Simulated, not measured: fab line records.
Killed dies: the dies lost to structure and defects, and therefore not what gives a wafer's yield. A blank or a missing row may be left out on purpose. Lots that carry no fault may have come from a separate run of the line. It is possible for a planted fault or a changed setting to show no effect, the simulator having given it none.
Which of the tools did it? + flow sky130 + 12 lots (36 wafers sampled), 1 step of a 708-step route

## WHAT THE GAUGES SHOWED, per wafer
SKY_VIA1_BOW_MEAS_03.
| lot  | measured     | on            | VIA1_BOW (um) |
|------|--------------|---------------|---------------|
| L075 | day 33 01:03 | film metro-04 | 83 81 82      |
| L077 | day 33 12:40 | film metro-04 | 91 74 72      |
| L079 | day 35 02:50 | film metro-03 | 83 74 88      |
| L081 | day 35 05:10 | film metro-04 | 84 75 75      |
| L083 | day 35 17:40 | film metro-03 | 77 84 79      |
| L084 | day 36 06:04 | film metro-03 | 67 81 78      |
| L087 | day 36 19:50 | film metro-03 | 68 83 72      |
| L090 | day 38 08:46 | film metro-04 | 87 78 86      |
| L089 | day 38 16:22 | film metro-04 | 76 69 83      |
| L093 | day 38 19:08 | film metro-04 | 74 75 81      |
| L095 | day 39 23:26 | film metro-03 | 85 88 75      |
| L096 | day 40 04:37 | film metro-03 | 84 76 82      |

## EACH LOT AND THE TOOL THAT RAN IT (in order: tool; ch and the chambers of the sampled wafers; start)
The record holds no process step before these readings.

## THE ANSWER, worked out from the rows above alone
Rule: usual is defined by the lots themselves. The widest of any qualifying gaps counts: lots, ordered by their means at a reading, are off when they make up no more than a third of the lots, leave a main group of 4 or more, and stand apart from it by 3 or more times the standard deviation of that group's means. Not used: any main group whose means are identical at the precision the tables above print for the reading. Also off: a lot with no number at a reading for which 4 or more lots have one. Any other lot the step has rows for is counted as sound.
No lot is off at any reading shown: from this, nothing can be told.

## WHAT THE SIMULATOR PUT IN
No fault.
